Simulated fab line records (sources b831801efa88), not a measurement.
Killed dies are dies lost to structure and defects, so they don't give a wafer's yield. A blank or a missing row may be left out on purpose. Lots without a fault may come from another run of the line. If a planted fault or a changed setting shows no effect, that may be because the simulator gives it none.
Which tool did it? / flow gf180mcu / 72 wafers from 24 lots sampled at 5 of the route's 602 steps

WHAT EACH GAUGE READ, for each wafer
GF_STI_CD_MEAS_12: the cd target is 220 nm.
lot=L074; measured=day 2 01:08; on=cd sem-01; cd nm (nm)=219.8 219.6 220.1
lot=L075; measured=day 2 06:28; on=cd sem-01; cd nm (nm)=219.6 219.8 220.0
lot=L076; measured=day 2 11:16; on=cd sem-01; cd nm (nm)=220.5 220.7 219.4
lot=L077; measured=day 2 17:01; on=cd sem-01; cd nm (nm)=220.0 221.5 220.2
lot=L078; measured=day 2 22:05; on=cd sem-02; cd nm (nm)=218.4 218.7 218.0
lot=L079; measured=day 3 04:19; on=cd sem-02; cd nm (nm)=219.6 219.8 220.1
lot=L080; measured=day 3 08:35; on=cd sem-02; cd nm (nm)=221.1 219.8 220.5
lot=L081; measured=day 3 13:22; on=cd sem-02; cd nm (nm)=218.5 218.3 218.5
lot=L082; measured=day 3 18:49; on=cd sem-02; cd nm (nm)=218.2 217.4 216.7
lot=L083; measured=day 3 23:26; on=cd sem-02; cd nm (nm)=218.6 219.3 220.8
lot=L084; measured=day 4 04:00; on=cd sem-02; cd nm (nm)=219.5 218.8 218.7
lot=L085; measured=day 4 10:26; on=cd sem-02; cd nm (nm)=219.4 219.6 219.6
lot=L086; measured=day 4 14:46; on=cd sem-02; cd nm (nm)=220.2 218.6 220.3
lot=L087; measured=day 4 20:17; on=cd sem-02; cd nm (nm)=218.3 219.2 218.7
lot=L088; measured=day 5 02:13; on=cd sem-01; cd nm (nm)=219.8 219.8 220.3
lot=L089; measured=day 5 06:53; on=cd sem-02; cd nm (nm)=221.3 221.5 221.1
lot=L090; measured=day 5 13:21; on=cd sem-01; cd nm (nm)=221.3 221.4 220.5
lot=L091; measured=day 5 16:55; on=cd sem-01; cd nm (nm)=222.0 220.7 220.9
lot=L092; measured=day 6 02:52; on=cd sem-02; cd nm (nm)=220.2 218.8 219.9
lot=L093; measured=day 6 05:52; on=cd sem-01; cd nm (nm)=222.8 221.8 221.3
lot=L094; measured=day 6 10:02; on=cd sem-01; cd nm (nm)=218.9 218.7 218.7
lot=L095; measured=day 6 13:08; on=cd sem-01; cd nm (nm)=220.1 220.0 221.1
lot=L096; measured=day 6 18:40; on=cd sem-02; cd nm (nm)=218.1 217.5 218.3
lot=L097; measured=day 6 23:47; on=cd sem-02; cd nm (nm)=216.9 217.4 217.6

GF_NWELL_TW_MEAS_11.
lot=L074; measured=day 3 07:19; on=film metro-01; NWELL_TW=1560 1567 1570
lot=L075; measured=day 3 13:28; on=film metro-04; NWELL_TW=1588 1584 1590
lot=L076; measured=day 3 18:46; on=film metro-03; NWELL_TW=1609 1612 1613
lot=L077; measured=day 4 02:01; on=film metro-04; NWELL_TW=1600 1594 1591
lot=L078; measured=day 4 04:13; on=film metro-03; NWELL_TW=1596 1603 1600
lot=L079; measured=day 4 12:01; on=film metro-04; NWELL_TW=1596 1593 1593
lot=L080; measured=day 4 17:07; on=film metro-03; NWELL_TW=1604 1598 1589
lot=L081; measured=day 4 21:16; on=film metro-01; NWELL_TW=1550 1550 1545
lot=L082; measured=day 5 03:43; on=film metro-01; NWELL_TW=1548 1554 1555
lot=L083; measured=day 5 09:52; on=film metro-04; NWELL_TW=1576 1576 1577
lot=L084; measured=day 5 12:41; on=film metro-01; NWELL_TW=1552 1562 1562
lot=L085; measured=day 5 19:57; on=film metro-01; NWELL_TW=1553 1566 1564
lot=L086; measured=day 6 02:26; on=film metro-03; NWELL_TW=1609 1598 1594
lot=L087; measured=day 6 12:16; on=film metro-01; NWELL_TW=1564 1558 1559
lot=L088; measured=day 6 20:46; on=film metro-04; NWELL_TW=1593 1591 1598
lot=L089; measured=day 6 23:34; on=film metro-03; NWELL_TW=1610 1596 1599
lot=L090; measured=day 7 03:31; on=film metro-04; NWELL_TW=1573 1590 1589
lot=L091; measured=day 7 05:07; on=film metro-01; NWELL_TW=1555 1553 1550
lot=L092; measured=day 7 14:49; on=film metro-04; NWELL_TW=1589 1579 1590
lot=L093; measured=day 7 20:04; on=film metro-03; NWELL_TW=1603 1598 1603
lot=L094; measured=day 7 23:37; on=film metro-03; NWELL_TW=1606 1608 1604
lot=L095; measured=day 8 01:27; on=film metro-04; NWELL_TW=1591 1590 1588
lot=L096; measured=day 8 07:37; on=film metro-03; NWELL_TW=1592 1593 1596
lot=L097; measured=day 8 13:55; on=film metro-03; NWELL_TW=1593 1591 1590

GF_V4_RS_MEAS_24: uses a four-point probe to measure.
lot=L074; measured=day 24 11:30; on=film metro-04; V4_W_RS (ohm/sq)=0.335 0.330 0.333
lot=L075; measured=day 24 19:39; on=film metro-04; V4_W_RS (ohm/sq)=0.329 0.327 0.329
lot=L076; measured=day 25 00:06; on=film metro-01; V4_W_RS (ohm/sq)=0.318 0.332 0.324
lot=L077; measured=day 25 11:29; on=film metro-01; V4_W_RS (ohm/sq)=0.326 0.324 0.314
lot=L078; measured=day 25 17:02; on=film metro-01; V4_W_RS (ohm/sq)=0.329 0.326 0.324
lot=L079; measured=day 26 03:19; on=film metro-01; V4_W_RS (ohm/sq)=0.331 0.327 0.333
lot=L080; measured=day 26 16:30; on=film metro-01; V4_W_RS (ohm/sq)=0.330 0.329 0.330
lot=L081; measured=day 26 20:01; on=film metro-03; V4_W_RS (ohm/sq)=0.326 0.331 0.318
lot=L082; measured=day 27 04:06; on=film metro-01; V4_W_RS (ohm/sq)=0.331 0.334 0.334
lot=L083; measured=day 27 10:41; on=film metro-04; V4_W_RS (ohm/sq)=0.325 0.322 0.326
lot=L084; measured=day 27 21:19; on=film metro-01; V4_W_RS (ohm/sq)=0.332 0.328 0.327
lot=L085; measured=day 28 02:55; on=film metro-01; V4_W_RS (ohm/sq)=0.331 0.328 0.332
lot=L086; measured=day 28 14:02; on=film metro-04; V4_W_RS (ohm/sq)=0.316 0.324 0.315
lot=L087; measured=day 29 01:17; on=film metro-04; V4_W_RS (ohm/sq)=0.328 0.332 0.330
lot=L088; measured=day 29 11:08; on=film metro-01; V4_W_RS (ohm/sq)=0.331 0.322 0.326
lot=L089; measured=day 29 13:43; on=film metro-01; V4_W_RS (ohm/sq)=0.327 0.329 0.332
lot=L090; measured=day 29 18:28; on=film metro-04; V4_W_RS (ohm/sq)=0.330 0.318 0.326
lot=L091; measured=day 29 21:50; on=film metro-01; V4_W_RS (ohm/sq)=0.326 0.324 0.333
lot=L092; measured=day 30 08:12; on=film metro-01; V4_W_RS (ohm/sq)=0.321 0.325 0.322
lot=L093; measured=day 30 11:11; on=film metro-01; V4_W_RS (ohm/sq)=0.332 0.334 0.322
lot=L094; measured=day 30 18:19; on=film metro-03; V4_W_RS (ohm/sq)=0.326 0.327 0.330
lot=L095; measured=day 30 22:41; on=film metro-01; V4_W_RS (ohm/sq)=0.323 0.326 0.325
lot=L096; measured=day 30 23:31; on=film metro-01; V4_W_RS (ohm/sq)=0.324 0.327 0.325
lot=L097; measured=day 31 09:16; on=film metro-01; V4_W_RS (ohm/sq)=0.323 0.328 0.325

GF_PASSIVATION_THK_MEAS_01.
lot=L074; measured=day 28 04:20; on=film metro-03; PASSIVATION_CVD_00_THK (nm)=982 1008 986
lot=L075; measured=day 28 12:36; on=film metro-03; PASSIVATION_CVD_00_THK (nm)=992 979 1003
lot=L076; measured=day 28 15:04; on=film metro-01; PASSIVATION_CVD_00_THK (nm)=998 993 1008
lot=L077; measured=day 29 01:48; on=film metro-01; PASSIVATION_CVD_00_THK (nm)=990 1007 1014
lot=L078; measured=day 29 07:17; on=film metro-01; PASSIVATION_CVD_00_THK (nm)=995 1006 1006
lot=L079; measured=day 29 16:33; on=film metro-04; PASSIVATION_CVD_00_THK (nm)=996 988 1001
lot=L080; measured=day 30 04:12; on=film metro-03; PASSIVATION_CVD_00_THK (nm)=986 1000 1011
lot=L081; measured=day 30 07:26; on=film metro-01; PASSIVATION_CVD_00_THK (nm)=1003 993 1005
lot=L082; measured=day 30 15:10; on=film metro-04; PASSIVATION_CVD_00_THK (nm)=1016 1000 1015
lot=L083; measured=day 30 19:33; on=film metro-01; PASSIVATION_CVD_00_THK (nm)=990 982 1003
lot=L084; measured=day 31 05:50; on=film metro-03; PASSIVATION_CVD_00_THK (nm)=996 1019 1015
lot=L085; measured=day 31 10:17; on=film metro-03; PASSIVATION_CVD_00_THK (nm)=994 1006 1007
lot=L086; measured=day 31 20:35; on=film metro-03; PASSIVATION_CVD_00_THK (nm)=1006 1003 1010
lot=L087; measured=day 32 06:55; on=film metro-01; PASSIVATION_CVD_00_THK (nm)=1007 1009 1012
lot=L088; measured=day 32 14:16; on=film metro-04; PASSIVATION_CVD_00_THK (nm)=992 995 1007
lot=L089; measured=day 32 17:46; on=film metro-01; PASSIVATION_CVD_00_THK (nm)=992 997 1007
lot=L090; measured=day 32 22:29; on=film metro-03; PASSIVATION_CVD_00_THK (nm)=998 1017 1014
lot=L091; measured=day 33 00:47; on=film metro-03; PASSIVATION_CVD_00_THK (nm)=992 990 1001
lot=L092; measured=day 33 08:31; on=film metro-04; PASSIVATION_CVD_00_THK (nm)=1012 1010 1037
lot=L093; measured=day 33 12:16; on=film metro-01; PASSIVATION_CVD_00_THK (nm)=983 1002 1001
lot=L094; measured=day 33 19:00; on=film metro-01; PASSIVATION_CVD_00_THK (nm)=996 1004 1009
lot=L095; measured=day 33 23:07; on=film metro-01; PASSIVATION_CVD_00_THK (nm)=1010 1011 1013
lot=L096; measured=day 33 23:33; on=film metro-04; PASSIVATION_CVD_00_THK (nm)=1001 998 1023
lot=L097; measured=day 34 05:56; on=film metro-01; PASSIVATION_CVD_00_THK (nm)=996 1006 1009

WHICH TOOL RAN EACH LOT (tool, then ch and the chambers of the sampled wafers, then the start)
lot=L074; GF_V3_SPUTTER_21=pvd sputter-03, day 22 10:30
lot=L075; GF_V3_SPUTTER_21=pvd sputter-01, day 22 19:29
lot=L076; GF_V3_SPUTTER_21=pvd sputter-01, day 23 00:10
lot=L077; GF_V3_SPUTTER_21=pvd sputter-03, day 23 12:37
lot=L078; GF_V3_SPUTTER_21=pvd sputter-01, day 23 17:35
lot=L079; GF_V3_SPUTTER_21=pvd sputter-03, day 24 04:26
lot=L080; GF_V3_SPUTTER_21=pvd sputter-03, day 24 18:13
lot=L081; GF_V3_SPUTTER_21=pvd sputter-01, day 24 22:10
lot=L082; GF_V3_SPUTTER_21=pvd sputter-02, day 25 06:57
lot=L083; GF_V3_SPUTTER_21=pvd sputter-02, day 25 13:16
lot=L084; GF_V3_SPUTTER_21=pvd sputter-01, day 26 00:54
lot=L085; GF_V3_SPUTTER_21=pvd sputter-02, day 26 06:36
lot=L086; GF_V3_SPUTTER_21=pvd sputter-03, day 26 18:23
lot=L087; GF_V3_SPUTTER_21=pvd sputter-01, day 27 06:07
lot=L088; GF_V3_SPUTTER_21=pvd sputter-03, day 27 15:58
lot=L089; GF_V3_SPUTTER_21=pvd sputter-02, day 27 19:54
lot=L090; GF_V3_SPUTTER_21=pvd sputter-02, day 28 00:35
lot=L091; GF_V3_SPUTTER_21=pvd sputter-02, day 28 03:46
lot=L092; GF_V3_SPUTTER_21=pvd sputter-01, day 28 14:57
lot=L093; GF_V3_SPUTTER_21=pvd sputter-02, day 28 18:11
lot=L094; GF_V3_SPUTTER_21=pvd sputter-01, day 29 02:47
lot=L095; GF_V3_SPUTTER_21=pvd sputter-03, day 29 06:29
lot=L096; GF_V3_SPUTTER_21=pvd sputter-02, day 29 07:22
lot=L097; GF_V3_SPUTTER_21=pvd sputter-02, day 29 17:22
- GF_V3_SPUTTER_21: material Ti, target thk 15 nm, time 80.02 s.

AS READ BY THE TOOLS THEMSELVES (means over the sampled wafers that have a number; for cases with no such wafer, the mark the record gives instead)
GF_V3_SPUTTER_21.
lot=L074; tool=pvd sputter-03; throttle valve pct (%)=30.4
lot=L075; tool=pvd sputter-01; throttle valve pct (%)=30.4
lot=L076; tool=pvd sputter-01; throttle valve pct (%)=30.6
lot=L077; tool=pvd sputter-03; throttle valve pct (%)=30.3
lot=L078; tool=pvd sputter-01; throttle valve pct (%)=30.3
lot=L079; tool=pvd sputter-03; throttle valve pct (%)=30.7
lot=L080; tool=pvd sputter-03; throttle valve pct (%)=30.7
lot=L081; tool=pvd sputter-01; throttle valve pct (%)=30.7
lot=L082; tool=pvd sputter-02; throttle valve pct (%)=31.5
lot=L083; tool=pvd sputter-02; throttle valve pct (%)=30.5
lot=L084; tool=pvd sputter-01; throttle valve pct (%)=30.9
lot=L085; tool=pvd sputter-02; throttle valve pct (%)=30.2
lot=L086; tool=pvd sputter-03; throttle valve pct (%)=30.6
lot=L087; tool=pvd sputter-01; throttle valve pct (%)=30.6
lot=L088; tool=pvd sputter-03; throttle valve pct (%)=30.6
lot=L089; tool=pvd sputter-02; throttle valve pct (%)=30.5
lot=L090; tool=pvd sputter-02; throttle valve pct (%)=31.0
lot=L091; tool=pvd sputter-02; throttle valve pct (%)=31.1
lot=L092; tool=pvd sputter-01; throttle valve pct (%)=31.5
lot=L093; tool=pvd sputter-02; throttle valve pct (%)=29.3
lot=L094; tool=pvd sputter-01; throttle valve pct (%)=30.8
lot=L095; tool=pvd sputter-03; throttle valve pct (%)=30.8
lot=L096; tool=pvd sputter-02; throttle valve pct (%)=30.9
lot=L097; tool=pvd sputter-02; throttle valve pct (%)=30.9

THE ANSWER, worked out from the rows above alone
Rule: what is usual is taken from the lots themselves. The widest of any qualifying gaps counts: lots, ordered by their means at a reading, are off when they make up no more than a third of the lots, leave a main group of 4 or more, and stand apart from it by 3 or more times the standard deviation of that group's means. A main group is skipped when, at the precision printed for the reading in the tables above, its means are all equal. A lot without any number at a reading at which 4 lots or more have one is off too. All remaining lots with rows at the step are treated as sound. First the gauges in route order, then the tools' own readings, where a lot's mean is used as printed above. At the first step where some lot is off, the reading lying furthest off is the one used; lots without a number count as furthest.
No lot is off on any of the readings shown, so nothing can be concluded from this.

WHAT THE SIMULATOR PUT IN
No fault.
